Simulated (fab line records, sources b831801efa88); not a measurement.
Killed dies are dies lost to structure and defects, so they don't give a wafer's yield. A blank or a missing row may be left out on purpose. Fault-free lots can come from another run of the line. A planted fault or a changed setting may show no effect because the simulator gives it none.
Which tool was responsible? || flow gf180mcu || 72 wafers from 24 lots sampled at 6 of the route's 602 steps

== WHAT THE GAUGES SHOWED, per wafer ==
GF_VT_IMPLANT_RS_MEAS_48: uses a four-point probe to measure. Usual: LVPWELL_RS 1199 ohm/sq, standard deviation 4.8.
{"lot": "L074", "measured": "day 7 14:44", "on": "filmMetro-02", "LVPWELL_RS (ohm/sq)": "1196 1195 1194", "flag": ""}
{"lot": "L075", "measured": "day 7 22:38", "on": "filmMetro-04", "LVPWELL_RS (ohm/sq)": "1197 1193 1195", "flag": ""}
{"lot": "L076", "measured": "day 8 01:56", "on": "filmMetro-03", "LVPWELL_RS (ohm/sq)": "1202 1203 1206", "flag": ""}
{"lot": "L077", "measured": "day 8 09:34", "on": "filmMetro-03", "LVPWELL_RS (ohm/sq)": "1200 1198 1204", "flag": ""}
{"lot": "L078", "measured": "day 8 15:35", "on": "filmMetro-04", "LVPWELL_RS (ohm/sq)": "1196 1193 1196", "flag": ""}
{"lot": "L079", "measured": "day 8 22:05", "on": "filmMetro-03", "LVPWELL_RS (ohm/sq)": "1204 1208 1205", "flag": ""}
{"lot": "L080", "measured": "day 9 05:33", "on": "filmMetro-04", "LVPWELL_RS (ohm/sq)": "1194 1196 1196", "flag": ""}
{"lot": "L081", "measured": "day 9 12:11", "on": "filmMetro-02", "LVPWELL_RS (ohm/sq)": "1192 1195 1191", "flag": ""}
{"lot": "L082", "measured": "day 10 03:30", "on": "filmMetro-03", "LVPWELL_RS (ohm/sq)": "1201 1203 1202", "flag": ""}
{"lot": "L083", "measured": "day 10 10:47", "on": "filmMetro-03", "LVPWELL_RS (ohm/sq)": "1202 1199 1202", "flag": ""}
{"lot": "L084", "measured": "day 10 12:59", "on": "filmMetro-04", "LVPWELL_RS (ohm/sq)": "1195 1198 1201", "flag": ""}
{"lot": "L085", "measured": "day 10 20:47", "on": "filmMetro-03", "LVPWELL_RS (ohm/sq)": "1208 1206 1204", "flag": ""}
{"lot": "L086", "measured": "day 11 00:56", "on": "filmMetro-03", "LVPWELL_RS (ohm/sq)": "1203 1201 1199", "flag": ""}
{"lot": "L087", "measured": "day 11 05:56", "on": "filmMetro-02", "LVPWELL_RS (ohm/sq)": "1191 1195 1198", "flag": ""}
{"lot": "L088", "measured": "day 11 14:49", "on": "filmMetro-03", "LVPWELL_RS (ohm/sq)": "1203 1204 1205", "flag": ""}
{"lot": "L089", "measured": "day 11 16:20", "on": "filmMetro-03", "LVPWELL_RS (ohm/sq)": "1205 1207 1207", "flag": ""}
{"lot": "L090", "measured": "day 12 00:06", "on": "filmMetro-03", "LVPWELL_RS (ohm/sq)": "1208 1204 1206", "flag": ""}
{"lot": "L091", "measured": "day 12 06:52", "on": "filmMetro-02", "LVPWELL_RS (ohm/sq)": "1190 1193 1195", "flag": ""}
{"lot": "L092", "measured": "day 12 15:08", "on": "filmMetro-02", "LVPWELL_RS (ohm/sq)": "1192 1188 1192", "flag": ""}
{"lot": "L093", "measured": "day 12 21:57", "on": "filmMetro-02", "LVPWELL_RS (ohm/sq)": "1196 1197 1201", "flag": ""}
{"lot": "L094", "measured": "day 13 00:51", "on": "filmMetro-03", "LVPWELL_RS (ohm/sq)": "1207 1205 1202", "flag": ""}
{"lot": "L095", "measured": "day 13 08:20", "on": "filmMetro-02", "LVPWELL_RS (ohm/sq)": "1193 1195 1194", "flag": ""}
{"lot": "L096", "measured": "day 13 15:36", "on": "filmMetro-03", "LVPWELL_RS (ohm/sq)": "1202 1205 1199", "flag": ""}
{"lot": "L097", "measured": "day 13 21:52", "on": "filmMetro-03", "LVPWELL_RS (ohm/sq)": "1198 1201 1202", "flag": ""}

GF_M2_THK_MEAS_06: measures by xrf. Usual: M2_ALCU_THK 443 nm, standard deviation 5.7.
{"lot": "L074", "measured": "day 17 23:57", "on": "filmMetro-02", "M2_ALCU_THK (nm)": "448 452 449", "flag": ""}
{"lot": "L075", "measured": "day 18 11:53", "on": "filmMetro-04", "M2_ALCU_THK (nm)": "442 442 439", "flag": ""}
{"lot": "L076", "measured": "day 18 18:47", "on": "filmMetro-04", "M2_ALCU_THK (nm)": "442 439 442", "flag": ""}
{"lot": "L077", "measured": "day 19 02:28", "on": "filmMetro-01", "M2_ALCU_THK (nm)": "450 445 449", "flag": ""}
{"lot": "L078", "measured": "day 19 18:36", "on": "filmMetro-01", "M2_ALCU_THK (nm)": "449 445 448", "flag": ""}
{"lot": "L079", "measured": "day 20 07:31", "on": "filmMetro-04", "M2_ALCU_THK (nm)": "446 449 442", "flag": ""}
{"lot": "L080", "measured": "day 20 13:39", "on": "filmMetro-01", "M2_ALCU_THK (nm)": "437 435 437", "flag": ""}
{"lot": "L081", "measured": "day 21 00:07", "on": "filmMetro-01", "M2_ALCU_THK (nm)": "436 438 441", "flag": ""}
{"lot": "L082", "measured": "day 21 21:03", "on": "filmMetro-01", "M2_ALCU_THK (nm)": "442 437 440", "flag": ""}
{"lot": "L083", "measured": "day 22 03:20", "on": "filmMetro-01", "M2_ALCU_THK (nm)": "436 439 440", "flag": ""}
{"lot": "L084", "measured": "day 22 04:17", "on": "filmMetro-02", "M2_ALCU_THK (nm)": "428 431 431", "flag": ""}
{"lot": "L085", "measured": "day 22 21:14", "on": "filmMetro-01", "M2_ALCU_THK (nm)": "442 454 449", "flag": ""}
{"lot": "L086", "measured": "day 22 19:54", "on": "filmMetro-04", "M2_ALCU_THK (nm)": "437 438 437", "flag": ""}
{"lot": "L087", "measured": "day 23 12:00", "on": "filmMetro-02", "M2_ALCU_THK (nm)": "437 443 445", "flag": ""}
{"lot": "L088", "measured": "day 23 19:43", "on": "filmMetro-04", "M2_ALCU_THK (nm)": "445 440 443", "flag": ""}
{"lot": "L089", "measured": "day 23 20:25", "on": "filmMetro-02", "M2_ALCU_THK (nm)": "446 452 456", "flag": ""}
{"lot": "L090", "measured": "day 24 07:21", "on": "filmMetro-04", "M2_ALCU_THK (nm)": "455 451 450", "flag": ""}
{"lot": "L091", "measured": "day 24 17:04", "on": "filmMetro-01", "M2_ALCU_THK (nm)": "439 447 446", "flag": ""}
{"lot": "L092", "measured": "day 24 23:33", "on": "filmMetro-02", "M2_ALCU_THK (nm)": "441 440 441", "flag": ""}
{"lot": "L093", "measured": "day 25 10:10", "on": "filmMetro-01", "M2_ALCU_THK (nm)": "451 450 443", "flag": ""}
{"lot": "L094", "measured": "day 25 08:57", "on": "filmMetro-04", "M2_ALCU_THK (nm)": "439 447 441", "flag": ""}
{"lot": "L095", "measured": "day 25 17:25", "on": "filmMetro-01", "M2_ALCU_THK (nm)": "445 442 442", "flag": ""}
{"lot": "L096", "measured": "day 25 19:57", "on": "filmMetro-04", "M2_ALCU_THK (nm)": "440 442 439", "flag": ""}
{"lot": "L097", "measured": "day 26 03:54", "on": "filmMetro-02", "M2_ALCU_THK (nm)": "437 436 436", "flag": ""}

== WHAT TOOL EACH LOT RAN ON (gives the tool, then ch and the chambers of the sampled wafers, and finally the start) ==
{"lot": "L074", "GF_CONTACT_CMP_04": "cmp-02 ch 1,2,3, day 15 00:40", "GF_M1_SPUTTER_04": "pvdSputter-02, day 16 00:04", "GF_V1_CMP_04": "cmp-01 ch 0,1, day 16 23:15", "GF_V1_CVD_23": "cvdW-01 ch 0,1, day 17 23:01"}
{"lot": "L075", "GF_CONTACT_CMP_04": "cmp-01 ch 0,2,3, day 15 11:20", "GF_M1_SPUTTER_04": "pvdSputter-03, day 16 10:57", "GF_V1_CMP_04": "cmp-01 ch 1,2,3, day 17 10:35", "GF_V1_CVD_23": "cvdW-02 ch 0,1, day 18 10:58"}
{"lot": "L076", "GF_CONTACT_CMP_04": "cmp-01 ch 1,3, day 15 17:40", "GF_M1_SPUTTER_04": "pvdSputter-02, day 16 17:43", "GF_V1_CMP_04": "cmp-01 ch 2,3, day 17 17:23", "GF_V1_CVD_23": "cvdW-02 ch 0,1, day 18 17:52"}
{"lot": "L077", "GF_CONTACT_CMP_04": "cmp-02 ch 0,2,3, day 16 00:05", "GF_M1_SPUTTER_04": "pvdSputter-02, day 17 00:19", "GF_V1_CMP_04": "cmp-02 ch 0,1,3, day 18 00:23", "GF_V1_CVD_23": "cvdW-01 ch 0,1, day 19 01:32"}
{"lot": "L078", "GF_CONTACT_CMP_04": "cmp-01 ch 1,2, day 16 15:04", "GF_M1_SPUTTER_04": "pvdSputter-04, day 17 15:27", "GF_V1_CMP_04": "cmp-01 ch 0,1,3, day 18 16:11", "GF_V1_CVD_23": "cvdW-01 ch 0,1, day 19 17:40"}
{"lot": "L079", "GF_CONTACT_CMP_04": "cmp-01 ch 0,2,3, day 17 03:49", "GF_M1_SPUTTER_04": "pvdSputter-02, day 18 04:25", "GF_V1_CMP_04": "cmp-02 ch 0,1, day 19 05:17", "GF_V1_CVD_23": "cvdW-02 ch 0,1, day 20 06:35"}
{"lot": "L080", "GF_CONTACT_CMP_04": "cmp-02 ch 0,1, day 17 10:04", "GF_M1_SPUTTER_04": "pvdSputter-03, day 18 10:58", "GF_V1_CMP_04": "cmp-01 ch 0,2, day 19 11:47", "GF_V1_CVD_23": "cvdW-01 ch 0,1, day 20 12:43"}
{"lot": "L081", "GF_CONTACT_CMP_04": "cmp-01 ch 0,1,3, day 17 19:23", "GF_M1_SPUTTER_04": "pvdSputter-04, day 18 20:43", "GF_V1_CMP_04": "cmp-02 ch 1,3, day 19 21:55", "GF_V1_CVD_23": "cvdW-01 ch 0,1, day 20 23:11"}
{"lot": "L082", "GF_CONTACT_CMP_04": "cmp-02 ch 0,2,3, day 18 16:38", "GF_M1_SPUTTER_04": "pvdSputter-02, day 19 17:49", "GF_V1_CMP_04": "cmp-01 ch 0,2,3, day 20 19:04", "GF_V1_CVD_23": "cvdW-02 ch 0,1, day 21 20:07"}
{"lot": "L083", "GF_CONTACT_CMP_04": "cmp-02 ch 0,1,3, day 18 22:56", "GF_M1_SPUTTER_04": "pvdSputter-04, day 20 00:57", "GF_V1_CMP_04": "cmp-02 ch 0,1,2, day 21 01:33", "GF_V1_CVD_23": "cvdW-01 ch 0,1, day 22 02:25"}
{"lot": "L084", "GF_CONTACT_CMP_04": "cmp-02 ch 0,1,3, day 19 00:02", "GF_M1_SPUTTER_04": "pvdSputter-02, day 20 01:25", "GF_V1_CMP_04": "cmp-02 ch 0,3, day 21 02:12", "GF_V1_CVD_23": "cvdW-02 ch 0,1, day 22 03:22"}
{"lot": "L085", "GF_CONTACT_CMP_04": "cmp-01 ch 2,3, day 19 16:28", "GF_M1_SPUTTER_04": "pvdSputter-02, day 20 18:15", "GF_V1_CMP_04": "cmp-02 ch 0,1, day 21 19:49", "GF_V1_CVD_23": "cvdW-02 ch 0,1, day 22 20:18"}
{"lot": "L086", "GF_CONTACT_CMP_04": "cmp-01 ch 0,1, day 19 15:37", "GF_M1_SPUTTER_04": "pvdSputter-02, day 20 17:28", "GF_V1_CMP_04": "cmp-02 ch 0,3, day 21 18:30", "GF_V1_CVD_23": "cvdW-02 ch 0,1, day 22 18:58"}
{"lot": "L087", "GF_CONTACT_CMP_04": "cmp-01 ch 0,1,3, day 20 07:45", "GF_M1_SPUTTER_04": "pvdSputter-03, day 21 09:16", "GF_V1_CMP_04": "cmp-02 ch 0,3, day 22 10:35", "GF_V1_CVD_23": "cvdW-02 ch 0,1, day 23 11:04"}
{"lot": "L088", "GF_CONTACT_CMP_04": "cmp-01 ch 0,1,3, day 20 17:03", "GF_M1_SPUTTER_04": "pvdSputter-02, day 21 18:32", "GF_V1_CMP_04": "cmp-02 ch 0,1,3, day 22 19:14", "GF_V1_CVD_23": "cvdW-01 ch 0,1, day 23 18:47"}
{"lot": "L089", "GF_CONTACT_CMP_04": "cmp-02 ch 0,2,3, day 20 17:41", "GF_M1_SPUTTER_04": "pvdSputter-03, day 21 19:35", "GF_V1_CMP_04": "cmp-02 ch 0,1,3, day 22 19:41", "GF_V1_CVD_23": "cvdW-02 ch 0,1, day 23 19:25"}
{"lot": "L090", "GF_CONTACT_CMP_04": "cmp-01 ch 1,2, day 21 04:02", "GF_M1_SPUTTER_04": "pvdSputter-03, day 22 05:54", "GF_V1_CMP_04": "cmp-01 ch 0,1,3, day 23 06:00", "GF_V1_CVD_23": "cvdW-02 ch 0,1, day 24 06:15"}
{"lot": "L091", "GF_CONTACT_CMP_04": "cmp-01 ch 0,2,3, day 21 13:17", "GF_M1_SPUTTER_04": "pvdSputter-02, day 22 15:11", "GF_V1_CMP_04": "cmp-01 ch 1,2, day 23 14:42", "GF_V1_CVD_23": "cvdW-02 ch 0,1, day 24 16:08"}
{"lot": "L092", "GF_CONTACT_CMP_04": "cmp-02 ch 1,2,3, day 21 23:05", "GF_M1_SPUTTER_04": "pvdSputter-03, day 23 00:10", "GF_V1_CMP_04": "cmp-01 ch 2,3, day 23 23:36", "GF_V1_CVD_23": "cvdW-01 ch 0,1, day 24 22:37"}
{"lot": "L093", "GF_CONTACT_CMP_04": "cmp-01 ch 0,1,2, day 22 10:11", "GF_M1_SPUTTER_04": "pvdSputter-03, day 23 11:05", "GF_V1_CMP_04": "cmp-02 ch 0,1,3, day 24 10:26", "GF_V1_CVD_23": "cvdW-01 ch 0,1, day 25 09:14"}
{"lot": "L094", "GF_CONTACT_CMP_04": "cmp-01 ch 0,1,2, day 22 08:05", "GF_M1_SPUTTER_04": "pvdSputter-04, day 23 08:47", "GF_V1_CMP_04": "cmp-01 ch 1,2,3, day 24 08:34", "GF_V1_CVD_23": "cvdW-02 ch 0,1, day 25 08:01"}
{"lot": "L095", "GF_CONTACT_CMP_04": "cmp-02 ch 0,2,3, day 22 16:37", "GF_M1_SPUTTER_04": "pvdSputter-02, day 23 16:53", "GF_V1_CMP_04": "cmp-01 ch 0,2,3, day 24 18:04", "GF_V1_CVD_23": "cvdW-01 ch 0,1, day 25 16:29"}
{"lot": "L096", "GF_CONTACT_CMP_04": "cmp-01 ch 0,1,2, day 22 20:37", "GF_M1_SPUTTER_04": "pvdSputter-04, day 23 21:41", "GF_V1_CMP_04": "cmp-02 ch 0,3, day 24 20:47", "GF_V1_CVD_23": "cvdW-01 ch 0,1, day 25 19:00"}
{"lot": "L097", "GF_CONTACT_CMP_04": "cmp-02 ch 0,1,3, day 23 05:31", "GF_M1_SPUTTER_04": "pvdSputter-02, day 24 05:55", "GF_V1_CMP_04": "cmp-02 ch 1,2,3, day 25 04:23", "GF_V1_CVD_23": "cvdW-02 ch 0,1, day 26 02:59"}
- GF_CONTACT_CMP_04: polishes SiO2.
- GF_M1_SPUTTER_04: material TiN, target thk 50 nm, time 41.7 s.
- GF_V1_CMP_04: polishes SiO2.
- GF_V1_CVD_23: deposits W, target thk 350 nm, time 105.05 s.

== WHAT THE TOOLS THEMSELVES READ (means of the sampled wafers that have a number; where no wafer has one, the mark that the record gives instead) ==
GF_CONTACT_CMP_04. Usual: motorCurrentA 12.3 A, standard deviation 1; timeToEndpointS 114 s, standard deviation 7.6.
{"lot": "L074", "tool": "cmp-02", "motorCurrentA (A)": 12.5, "timeToEndpointS (s)": 118, "flag": ""}
{"lot": "L075", "tool": "cmp-01", "motorCurrentA (A)": 12.6, "timeToEndpointS (s)": 115, "flag": ""}
{"lot": "L076", "tool": "cmp-01", "motorCurrentA (A)": 12.6, "timeToEndpointS (s)": 113, "flag": ""}
{"lot": "L077", "tool": "cmp-02", "motorCurrentA (A)": 11.6, "timeToEndpointS (s)": 112, "flag": ""}
{"lot": "L078", "tool": "cmp-01", "motorCurrentA (A)": 12.4, "timeToEndpointS (s)": 114, "flag": ""}
{"lot": "L079", "tool": "cmp-01", "motorCurrentA (A)": 12.5, "timeToEndpointS (s)": 123, "flag": ""}
{"lot": "L080", "tool": "cmp-02", "motorCurrentA (A)": 13.3, "timeToEndpointS (s)": 114, "flag": ""}
{"lot": "L081", "tool": "cmp-01", "motorCurrentA (A)": 12.3, "timeToEndpointS (s)": 121, "flag": ""}
{"lot": "L082", "tool": "cmp-02", "motorCurrentA (A)": 11.4, "timeToEndpointS (s)": 104, "flag": ""}
{"lot": "L083", "tool": "cmp-02", "motorCurrentA (A)": 12.7, "timeToEndpointS (s)": 104, "flag": ""}
{"lot": "L084", "tool": "cmp-02", "motorCurrentA (A)": 12.4, "timeToEndpointS (s)": 105, "flag": ""}
{"lot": "L085", "tool": "cmp-01", "motorCurrentA (A)": 13.3, "timeToEndpointS (s)": 126, "flag": ""}
{"lot": "L086", "tool": "cmp-01", "motorCurrentA (A)": 11.8, "timeToEndpointS (s)": 128, "flag": ""}
{"lot": "L087", "tool": "cmp-01", "motorCurrentA (A)": 12.1, "timeToEndpointS (s)": 120, "flag": ""}
{"lot": "L088", "tool": "cmp-01", "motorCurrentA (A)": 12.3, "timeToEndpointS (s)": 115, "flag": ""}
{"lot": "L089", "tool": "cmp-02", "motorCurrentA (A)": 11.3, "timeToEndpointS (s)": 102, "flag": ""}
{"lot": "L090", "tool": "cmp-01", "motorCurrentA (A)": 12.2, "timeToEndpointS (s)": 114, "flag": ""}
{"lot": "L091", "tool": "cmp-01", "motorCurrentA (A)": 12.9, "timeToEndpointS (s)": 119, "flag": ""}
{"lot": "L092", "tool": "cmp-02", "motorCurrentA (A)": 12.7, "timeToEndpointS (s)": 114, "flag": ""}
{"lot": "L093", "tool": "cmp-01", "motorCurrentA (A)": 12.2, "timeToEndpointS (s)": 122, "flag": ""}
{"lot": "L094", "tool": "cmp-01", "motorCurrentA (A)": 12.3, "timeToEndpointS (s)": 122, "flag": ""}
{"lot": "L095", "tool": "cmp-02", "motorCurrentA (A)": 11.5, "timeToEndpointS (s)": 108, "flag": ""}
{"lot": "L096", "tool": "cmp-01", "motorCurrentA (A)": 12.4, "timeToEndpointS (s)": 118, "flag": ""}
{"lot": "L097", "tool": "cmp-02", "motorCurrentA (A)": 12.4, "timeToEndpointS (s)": 103, "flag": ""}

GF_M1_SPUTTER_04. Usual: chamberPressurePa 0.4000 Pa, standard deviation 0.00081; throttleValvePct 29.9 %, standard deviation 0.95.
{"lot": "L074", "tool": "pvdSputter-02", "chamberPressurePa (Pa)": 0.3994, "throttleValvePct (%)": 30.6, "flag": ""}
{"lot": "L075", "tool": "pvdSputter-03", "chamberPressurePa (Pa)": 0.4000, "throttleValvePct (%)": 29.9, "flag": ""}
{"lot": "L076", "tool": "pvdSputter-02", "chamberPressurePa (Pa)": 0.3995, "throttleValvePct (%)": 30.1, "flag": ""}
{"lot": "L077", "tool": "pvdSputter-02", "chamberPressurePa (Pa)": 0.4003, "throttleValvePct (%)": 30.5, "flag": ""}
{"lot": "L078", "tool": "pvdSputter-04", "chamberPressurePa (Pa)": 0.3998, "throttleValvePct (%)": 30.3, "flag": ""}
{"lot": "L079", "tool": "pvdSputter-02", "chamberPressurePa (Pa)": 0.4006, "throttleValvePct (%)": 30.5, "flag": ""}
{"lot": "L080", "tool": "pvdSputter-03", "chamberPressurePa (Pa)": 0.3992, "throttleValvePct (%)": 29.4, "flag": ""}
{"lot": "L081", "tool": "pvdSputter-04", "chamberPressurePa (Pa)": 0.4004, "throttleValvePct (%)": 30.4, "flag": ""}
{"lot": "L082", "tool": "pvdSputter-02", "chamberPressurePa (Pa)": 0.4002, "throttleValvePct (%)": 30.3, "flag": ""}
{"lot": "L083", "tool": "pvdSputter-04", "chamberPressurePa (Pa)": 0.3996, "throttleValvePct (%)": 29.3, "flag": ""}
{"lot": "L084", "tool": "pvdSputter-02", "chamberPressurePa (Pa)": 0.3999, "throttleValvePct (%)": 30.0, "flag": ""}
{"lot": "L085", "tool": "pvdSputter-02", "chamberPressurePa (Pa)": 0.4003, "throttleValvePct (%)": 30.8, "flag": ""}
{"lot": "L086", "tool": "pvdSputter-02", "chamberPressurePa (Pa)": 0.4003, "throttleValvePct (%)": 30.6, "flag": ""}
{"lot": "L087", "tool": "pvdSputter-03", "chamberPressurePa (Pa)": 0.3994, "throttleValvePct (%)": 28.6, "flag": ""}
{"lot": "L088", "tool": "pvdSputter-02", "chamberPressurePa (Pa)": 0.4004, "throttleValvePct (%)": 30.1, "flag": ""}
{"lot": "L089", "tool": "pvdSputter-03", "chamberPressurePa (Pa)": 0.3998, "throttleValvePct (%)": 29.2, "flag": ""}
{"lot": "L090", "tool": "pvdSputter-03", "chamberPressurePa (Pa)": 0.4008, "throttleValvePct (%)": 29.3, "flag": ""}
{"lot": "L091", "tool": "pvdSputter-02", "chamberPressurePa (Pa)": 0.3997, "throttleValvePct (%)": 30.1, "flag": ""}
{"lot": "L092", "tool": "pvdSputter-03", "chamberPressurePa (Pa)": 0.4001, "throttleValvePct (%)": 29.8, "flag": ""}
{"lot": "L093", "tool": "pvdSputter-03", "chamberPressurePa (Pa)": 0.4002, "throttleValvePct (%)": 29.9, "flag": ""}
{"lot": "L094", "tool": "pvdSputter-04", "chamberPressurePa (Pa)": 0.4009, "throttleValvePct (%)": 29.2, "flag": ""}
{"lot": "L095", "tool": "pvdSputter-02", "chamberPressurePa (Pa)": 0.3996, "throttleValvePct (%)": 29.7, "flag": ""}
{"lot": "L096", "tool": "pvdSputter-04", "chamberPressurePa (Pa)": 0.3994, "throttleValvePct (%)": 30.1, "flag": ""}
{"lot": "L097", "tool": "pvdSputter-02", "chamberPressurePa (Pa)": 0.3996, "throttleValvePct (%)": 30.4, "flag": ""}

GF_V1_CMP_04. Usual: motorCurrentA 12.2 A, standard deviation 1.1; timeToEndpointS 81 s, standard deviation 7.
{"lot": "L074", "tool": "cmp-01", "motorCurrentA (A)": 11.9, "timeToEndpointS (s)": 81, "flag": ""}
{"lot": "L075", "tool": "cmp-01", "motorCurrentA (A)": 12.3, "timeToEndpointS (s)": 79, "flag": ""}
{"lot": "L076", "tool": "cmp-01", "motorCurrentA (A)": 12.8, "timeToEndpointS (s)": 79, "flag": ""}
{"lot": "L077", "tool": "cmp-02", "motorCurrentA (A)": 12.5, "timeToEndpointS (s)": 74, "flag": ""}
{"lot": "L078", "tool": "cmp-01", "motorCurrentA (A)": 12.3, "timeToEndpointS (s)": 87, "flag": ""}
{"lot": "L079", "tool": "cmp-02", "motorCurrentA (A)": 12.9, "timeToEndpointS (s)": 72, "flag": ""}
{"lot": "L080", "tool": "cmp-01", "motorCurrentA (A)": 12.6, "timeToEndpointS (s)": 86, "flag": ""}
{"lot": "L081", "tool": "cmp-02", "motorCurrentA (A)": 13.5, "timeToEndpointS (s)": 77, "flag": ""}
{"lot": "L082", "tool": "cmp-01", "motorCurrentA (A)": 12.3, "timeToEndpointS (s)": 81, "flag": ""}
{"lot": "L083", "tool": "cmp-02", "motorCurrentA (A)": 12.1, "timeToEndpointS (s)": 81, "flag": ""}
{"lot": "L084", "tool": "cmp-02", "motorCurrentA (A)": 11.3, "timeToEndpointS (s)": 79, "flag": ""}
{"lot": "L085", "tool": "cmp-02", "motorCurrentA (A)": 12.0, "timeToEndpointS (s)": 83, "flag": ""}
{"lot": "L086", "tool": "cmp-02", "motorCurrentA (A)": 11.2, "timeToEndpointS (s)": 85, "flag": ""}
{"lot": "L087", "tool": "cmp-02", "motorCurrentA (A)": 11.4, "timeToEndpointS (s)": 84, "flag": ""}
{"lot": "L088", "tool": "cmp-02", "motorCurrentA (A)": 12.5, "timeToEndpointS (s)": 77, "flag": ""}
{"lot": "L089", "tool": "cmp-02", "motorCurrentA (A)": 12.4, "timeToEndpointS (s)": 73, "flag": ""}
{"lot": "L090", "tool": "cmp-01", "motorCurrentA (A)": 12.5, "timeToEndpointS (s)": 86, "flag": ""}
{"lot": "L091", "tool": "cmp-01", "motorCurrentA (A)": 12.7, "timeToEndpointS (s)": 89, "flag": ""}
{"lot": "L092", "tool": "cmp-01", "motorCurrentA (A)": 12.8, "timeToEndpointS (s)": 93, "flag": ""}
{"lot": "L093", "tool": "cmp-02", "motorCurrentA (A)": 12.6, "timeToEndpointS (s)": 75, "flag": ""}
{"lot": "L094", "tool": "cmp-01", "motorCurrentA (A)": 12.8, "timeToEndpointS (s)": 86, "flag": ""}
{"lot": "L095", "tool": "cmp-01", "motorCurrentA (A)": 12.3, "timeToEndpointS (s)": 88, "flag": ""}
{"lot": "L096", "tool": "cmp-02", "motorCurrentA (A)": 11.8, "timeToEndpointS (s)": 72, "flag": ""}
{"lot": "L097", "tool": "cmp-02", "motorCurrentA (A)": 12.4, "timeToEndpointS (s)": 77, "flag": ""}

GF_V1_CVD_23. Usual: heaterPowerW at 802 W, with a standard deviation of 97.
{"lot": "L074", "tool": "cvdW-01", "heaterPowerW (W)": 902, "flag": ""}
{"lot": "L075", "tool": "cvdW-02", "heaterPowerW (W)": 742, "flag": ""}
{"lot": "L076", "tool": "cvdW-02", "heaterPowerW (W)": 700, "flag": ""}
{"lot": "L077", "tool": "cvdW-01", "heaterPowerW (W)": 896, "flag": ""}
{"lot": "L078", "tool": "cvdW-01", "heaterPowerW (W)": 889, "flag": ""}
{"lot": "L079", "tool": "cvdW-02", "heaterPowerW (W)": 702, "flag": ""}
{"lot": "L080", "tool": "cvdW-01", "heaterPowerW (W)": 881, "flag": ""}
{"lot": "L081", "tool": "cvdW-01", "heaterPowerW (W)": 865, "flag": ""}
{"lot": "L082", "tool": "cvdW-02", "heaterPowerW (W)": 759, "flag": ""}
{"lot": "L083", "tool": "cvdW-01", "heaterPowerW (W)": 911, "flag": ""}
{"lot": "L084", "tool": "cvdW-02", "heaterPowerW (W)": 747, "flag": ""}
{"lot": "L085", "tool": "cvdW-02", "heaterPowerW (W)": 740, "flag": ""}
{"lot": "L086", "tool": "cvdW-02", "heaterPowerW (W)": 749, "flag": ""}
{"lot": "L087", "tool": "cvdW-02", "heaterPowerW (W)": 702, "flag": ""}
{"lot": "L088", "tool": "cvdW-01", "heaterPowerW (W)": 907, "flag": ""}
{"lot": "L089", "tool": "cvdW-02", "heaterPowerW (W)": 751, "flag": ""}
{"lot": "L090", "tool": "cvdW-02", "heaterPowerW (W)": 753, "flag": ""}
{"lot": "L091", "tool": "cvdW-02", "heaterPowerW (W)": 749, "flag": ""}
{"lot": "L092", "tool": "cvdW-01", "heaterPowerW (W)": 885, "flag": ""}
{"lot": "L093", "tool": "cvdW-01", "heaterPowerW (W)": 911, "flag": ""}
{"lot": "L094", "tool": "cvdW-02", "heaterPowerW (W)": 751, "flag": ""}
{"lot": "L095", "tool": "cvdW-01", "heaterPowerW (W)": 919, "flag": ""}
{"lot": "L096", "tool": "cvdW-01", "heaterPowerW (W)": 875, "flag": ""}
{"lot": "L097", "tool": "cvdW-02", "heaterPowerW (W)": 750, "flag": ""}

== THE ANSWER, worked out from the rows above alone ==
Rule: lot off if the mean of its wafers having a number is beyond 3 standard deviations from the usual mean. Also off: a lot with no number at a reading for which 4 or more lots have one. All remaining lots with rows at the step are treated as sound. Order of review: gauges by route order, followed by the tools' own readings, for which a lot's mean as printed above is used. The first step at which some lot is off is used, and at that step the reading that is off furthest; a lot without a number counts as furthest.
Nothing can be told from this: no lot is off at any reading shown.

== WHAT THE SIMULATOR HAD INSERTED ==
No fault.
